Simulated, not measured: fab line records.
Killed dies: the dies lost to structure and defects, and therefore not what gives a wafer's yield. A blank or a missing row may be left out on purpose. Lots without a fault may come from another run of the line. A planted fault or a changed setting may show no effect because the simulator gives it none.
The tool behind it: which one? / flow sky130 / Sampling: 24 lots, 72 wafers, 4 of 708 route steps

== WHAT EACH GAUGE READ, for each wafer ==
SKY_FIELD_ISO_THK_MEAS_04. Usual: for FIELD_ISO_CVD_03_THK the level is 165.9 nm and the standard deviation is 1.2.
lot=L074; measured=day 1 15:08; on=film-metro-02; FIELD_ISO_CVD_03_THK (nm)=164.9 165.0 165.2; flag=
lot=L075; measured=day 1 22:47; on=film-metro-02; FIELD_ISO_CVD_03_THK (nm)=165.0 166.1 165.7; flag=
lot=L077; measured=day 2 06:20; on=film-metro-04; FIELD_ISO_CVD_03_THK (nm)=163.8 164.8 165.7; flag=
lot=L076; measured=day 2 06:21; on=film-metro-02; FIELD_ISO_CVD_03_THK (nm)=166.1 166.6 165.5; flag=
lot=L078; measured=day 2 15:19; on=film-metro-04; FIELD_ISO_CVD_03_THK (nm)=166.1 166.1 164.2; flag=
lot=L079; measured=day 2 19:10; on=film-metro-03; FIELD_ISO_CVD_03_THK (nm)=165.8 166.8 167.2; flag=
lot=L080; measured=day 2 20:58; on=film-metro-03; FIELD_ISO_CVD_03_THK (nm)=164.6 164.0 164.5; flag=
lot=L081; measured=day 3 02:13; on=film-metro-03; FIELD_ISO_CVD_03_THK (nm)=166.3 165.8 166.7; flag=
lot=L082; measured=day 3 06:25; on=film-metro-03; FIELD_ISO_CVD_03_THK (nm)=165.7 164.9 165.8; flag=
lot=L083; measured=day 3 10:29; on=film-metro-04; FIELD_ISO_CVD_03_THK (nm)=164.4 164.9 164.8; flag=
lot=L084; measured=day 3 15:29; on=film-metro-03; FIELD_ISO_CVD_03_THK (nm)=165.8 164.7 165.4; flag=
lot=L085; measured=day 3 21:32; on=film-metro-03; FIELD_ISO_CVD_03_THK (nm)=166.7 166.9 165.9; flag=
lot=L086; measured=day 4 04:34; on=film-metro-03; FIELD_ISO_CVD_03_THK (nm)=166.1 164.9 166.6; flag=
lot=L087; measured=day 4 08:44; on=film-metro-04; FIELD_ISO_CVD_03_THK (nm)=168.4 167.5 166.9; flag=
lot=L088; measured=day 4 13:38; on=film-metro-02; FIELD_ISO_CVD_03_THK (nm)=166.8 164.7 163.9; flag=
lot=L089; measured=day 4 19:16; on=film-metro-02; FIELD_ISO_CVD_03_THK (nm)=168.8 166.4 165.7; flag=
lot=L090; measured=day 5 00:41; on=film-metro-03; FIELD_ISO_CVD_03_THK (nm)=164.8 165.1 164.6; flag=
lot=L091; measured=day 5 04:57; on=film-metro-04; FIELD_ISO_CVD_03_THK (nm)=166.5 166.8 166.1; flag=
lot=L092; measured=day 5 10:20; on=film-metro-02; FIELD_ISO_CVD_03_THK (nm)=164.6 164.6 166.8; flag=
lot=L093; measured=day 5 14:23; on=film-metro-03; FIELD_ISO_CVD_03_THK (nm)=167.6 167.0 166.8; flag=
lot=L094; measured=day 5 19:48; on=film-metro-02; FIELD_ISO_CVD_03_THK (nm)=164.9 167.0 165.5; flag=
lot=L095; measured=day 5 23:26; on=film-metro-04; FIELD_ISO_CVD_03_THK (nm)=166.6 166.8 166.9; flag=
lot=L096; measured=day 6 04:03; on=film-metro-02; FIELD_ISO_CVD_03_THK (nm)=168.4 167.5 168.3; flag=
lot=L097; measured=day 6 09:11; on=film-metro-03; FIELD_ISO_CVD_03_THK (nm)=166.9 167.5 167.6; flag=

SKY_POLY_GATE_THK_MEAS_21. Usual: for POLY_GATE_OXIDATION_THK the level is 4.00 nm and the standard deviation is 0.087.
lot=L074; measured=day 17 16:17; on=film-metro-01; POLY_GATE_OXIDATION_THK (nm)=4.03 4.00 4.02; flag=
lot=L075; measured=day 17 20:36; on=film-metro-02; POLY_GATE_OXIDATION_THK (nm)=3.92 3.96 4.02; flag=
lot=L077; measured=day 18 06:14; on=film-metro-02; POLY_GATE_OXIDATION_THK (nm)=4.12 4.06 4.20; flag=
lot=L076; measured=day 18 11:50; on=film-metro-01; POLY_GATE_OXIDATION_THK (nm)=3.99 4.05 4.03; flag=
lot=L078; measured=day 18 20:24; on=film-metro-02; POLY_GATE_OXIDATION_THK (nm)=3.97 4.08 3.97; flag=
lot=L079; measured=day 19 08:11; on=film-metro-01; POLY_GATE_OXIDATION_THK (nm)=3.83 3.95 3.95; flag=
lot=L080; measured=day 19 14:33; on=film-metro-03; POLY_GATE_OXIDATION_THK (nm)=3.93 3.88 3.96; flag=
lot=L081; measured=day 19 21:17; on=film-metro-01; POLY_GATE_OXIDATION_THK (nm)=3.91 3.87 3.85; flag=
lot=L082; measured=day 20 03:26; on=film-metro-02; POLY_GATE_OXIDATION_THK (nm)=3.86 3.89 3.87; flag=
lot=L083; measured=day 20 18:54; on=film-metro-02; POLY_GATE_OXIDATION_THK (nm)=4.01 4.00 3.98; flag=
lot=L084; measured=day 21 05:29; on=film-metro-02; POLY_GATE_OXIDATION_THK (nm)=3.97 3.92 3.94; flag=
lot=L085; measured=day 21 16:35; on=film-metro-01; POLY_GATE_OXIDATION_THK (nm)=3.99 3.92 3.98; flag=
lot=L086; measured=day 22 06:08; on=film-metro-01; POLY_GATE_OXIDATION_THK (nm)=4.04 3.95 4.11; flag=
lot=L087; measured=day 22 10:51; on=film-metro-02; POLY_GATE_OXIDATION_THK (nm)=4.04 4.02 3.92; flag=
lot=L088; measured=day 22 20:31; on=film-metro-03; POLY_GATE_OXIDATION_THK (nm)=4.05 3.99 4.04; flag=
lot=L089; measured=day 23 00:35; on=film-metro-01; POLY_GATE_OXIDATION_THK (nm)=3.99 4.00 3.92; flag=
lot=L090; measured=day 23 07:07; on=film-metro-03; POLY_GATE_OXIDATION_THK (nm)=3.96 3.89 3.98; flag=
lot=L091; measured=day 23 12:09; on=film-metro-01; POLY_GATE_OXIDATION_THK (nm)=4.04 4.03 3.95; flag=
lot=L092; measured=day 23 21:56; on=film-metro-02; POLY_GATE_OXIDATION_THK (nm)=4.14 4.09 4.14; flag=
lot=L093; measured=day 24 05:11; on=film-metro-02; POLY_GATE_OXIDATION_THK (nm)=3.95 4.07 3.99; flag=
lot=L094; measured=day 24 08:34; on=film-metro-02; POLY_GATE_OXIDATION_THK (nm)=4.02 4.07 4.08; flag=
lot=L095; measured=day 25 02:38; on=film-metro-01; POLY_GATE_OXIDATION_THK (nm)=4.01 4.08 3.91; flag=
lot=L096; measured=day 24 21:08; on=film-metro-03; POLY_GATE_OXIDATION_THK (nm)=4.18 4.18 4.14; flag=
lot=L097; measured=day 25 07:32; on=film-metro-03; POLY_GATE_OXIDATION_THK (nm)=3.92 3.98 3.96; flag=

SKY_VIA1_BOW_MEAS_03. Usual: for VIA1_BOW the level is 80 um and the standard deviation is 6.9.
lot=L074; measured=day 34 07:50; on=film-metro-01; VIA1_BOW (um)=84 85 85; flag=
lot=L075; measured=day 34 09:41; on=film-metro-03; VIA1_BOW (um)=74 77 79; flag=
lot=L077; measured=day 34 22:08; on=film-metro-01; VIA1_BOW (um)=84 79 77; flag=
lot=L076; measured=day 35 02:44; on=film-metro-02; VIA1_BOW (um)=60 78 73; flag=
lot=L078; measured=day 35 07:10; on=film-metro-03; VIA1_BOW (um)=90 76 78; flag=
lot=L079; measured=day 35 16:01; on=film-metro-01; VIA1_BOW (um)=85 74 87; flag=
lot=L080; measured=day 36 02:35; on=film-metro-02; VIA1_BOW (um)=75 74 82; flag=
lot=L081; measured=day 36 07:48; on=film-metro-03; VIA1_BOW (um)=81 81 70; flag=
lot=L082; measured=day 36 12:25; on=film-metro-01; VIA1_BOW (um)=76 65 83; flag=
lot=L083; measured=day 36 23:01; on=film-metro-02; VIA1_BOW (um)=74 78 81; flag=
lot=L084; measured=day 37 06:52; on=film-metro-01; VIA1_BOW (um)=79 66 75; flag=
lot=L085; measured=day 37 14:28; on=film-metro-01; VIA1_BOW (um)=88 73 83; flag=
lot=L086; measured=day 38 04:03; on=film-metro-02; VIA1_BOW (um)=80 80 96; flag=
lot=L087; measured=day 38 09:30; on=film-metro-02; VIA1_BOW (um)=97 73 89; flag=
lot=L088; measured=day 38 17:52; on=film-metro-03; VIA1_BOW (um)=89 95 79; flag=
lot=L089; measured=day 38 21:37; on=film-metro-03; VIA1_BOW (um)=80 88 102; flag=
lot=L090; measured=day 38 22:44; on=film-metro-01; VIA1_BOW (um)=79 85 83; flag=
lot=L091; measured=day 39 04:39; on=film-metro-02; VIA1_BOW (um)=90 80 78; flag=
lot=L092; measured=day 39 15:35; on=film-metro-01; VIA1_BOW (um)=83 83 72; flag=
lot=L093; measured=day 39 20:19; on=film-metro-02; VIA1_BOW (um)=81 77 75; flag=
lot=L094; measured=day 39 23:23; on=film-metro-03; VIA1_BOW (um)=78 70 74; flag=
lot=L095; measured=day 40 13:23; on=film-metro-03; VIA1_BOW (um)=85 72 83; flag=
lot=L096; measured=day 40 08:32; on=film-metro-01; VIA1_BOW (um)=87 90 82; flag=
lot=L097; measured=day 40 18:20; on=film-metro-02; VIA1_BOW (um)=74 89 85; flag=

SKY_VIA1_OVL_MEAS_13. Usual: for VIA1_OVL the level is -3 nm and the standard deviation is 4.3.
lot=L074; measured=day 35 10:50; on=overlay-01; VIA1_OVL (nm)=-4 0 -2; flag=
lot=L075; measured=day 35 12:28; on=overlay-01; VIA1_OVL (nm)=-2 -2 -3; flag=
lot=L077; measured=day 36 00:53; on=overlay-01; VIA1_OVL (nm)=5 1 0; flag=
lot=L076; measured=day 36 05:53; on=overlay-02; VIA1_OVL (nm)=-1 -1 1; flag=
lot=L078; measured=day 36 09:48; on=overlay-02; VIA1_OVL (nm)=-5 -4 2; flag=
lot=L079; measured=day 36 19:08; on=overlay-01; VIA1_OVL (nm)=-1 4 -1; flag=
lot=L080; measured=day 37 05:23; on=overlay-02; VIA1_OVL (nm)=0 -2 1; flag=
lot=L081; measured=day 37 10:29; on=overlay-02; VIA1_OVL (nm)=0 0 -3; flag=
lot=L082; measured=day 37 15:23; on=overlay-02; VIA1_OVL (nm)=-7 1 1; flag=
lot=L083; measured=day 38 01:12; on=overlay-02; VIA1_OVL (nm)=-4 2 -1; flag=
lot=L084; measured=day 38 08:47; on=overlay-01; VIA1_OVL (nm)=-1 -11 -7; flag=
lot=L085; measured=day 38 16:45; on=overlay-01; VIA1_OVL (nm)=-6 -1 8; flag=
lot=L086; measured=day 39 06:13; on=overlay-01; VIA1_OVL (nm)=-3 -9 -8; flag=
lot=L087; measured=day 39 11:47; on=overlay-02; VIA1_OVL (nm)=-10 -2 -6; flag=
lot=L088; measured=day 39 19:38; on=overlay-01; VIA1_OVL (nm)=2 -4 0; flag=
lot=L089; measured=day 39 23:17; on=overlay-02; VIA1_OVL (nm)=-9 -5 -10; flag=
lot=L090; measured=day 40 00:34; on=overlay-02; VIA1_OVL (nm)=1 -8 4; flag=
lot=L091; measured=day 40 06:11; on=overlay-01; VIA1_OVL (nm)=-4 -3 -3; flag=
lot=L092; measured=day 40 16:32; on=overlay-02; VIA1_OVL (nm)=-2 -2 -1; flag=
lot=L093; measured=day 40 21:27; on=overlay-02; VIA1_OVL (nm)=2 1 -3; flag=
lot=L094; measured=day 40 23:52; on=overlay-01; VIA1_OVL (nm)=-3 -3 -1; flag=
lot=L095; measured=day 41 14:42; on=overlay-02; VIA1_OVL (nm)=-15 -12 -11; flag=
lot=L096; measured=day 41 09:05; on=overlay-01; VIA1_OVL (nm)=-4 -8 -6; flag=
lot=L097; measured=day 41 19:00; on=overlay-02; VIA1_OVL (nm)=0 -3 -1; flag=

== TOOL THAT RAN EACH LOT (tool first, then ch and the chambers of the sampled wafers, then the start) ==
There is no process step in the record ahead of these readings.

== WHAT THE TOOLS THEMSELVES READ (means of the sampled wafers that have a number; where no wafer has one, the mark that the record gives instead) ==
The record holds no such reading with a usual standard deviation.

== THE ANSWER, worked out from the rows above alone ==
Rule: a lot is off if the mean of its wafers that have a number lies more than 3 standard deviations from the usual mean. A lot without any number at a reading at which 4 lots or more have one is off too. All remaining lots with rows at the step are treated as sound. First the gauges in route order, then the tools' own readings, where a lot's mean is used as printed above. At the first step where some lot is off, the reading lying furthest off is the one used; lots without a number count as furthest.
Nothing can be told from this: no lot is off at any reading shown.

== WHAT THE SIMULATOR PUT IN ==
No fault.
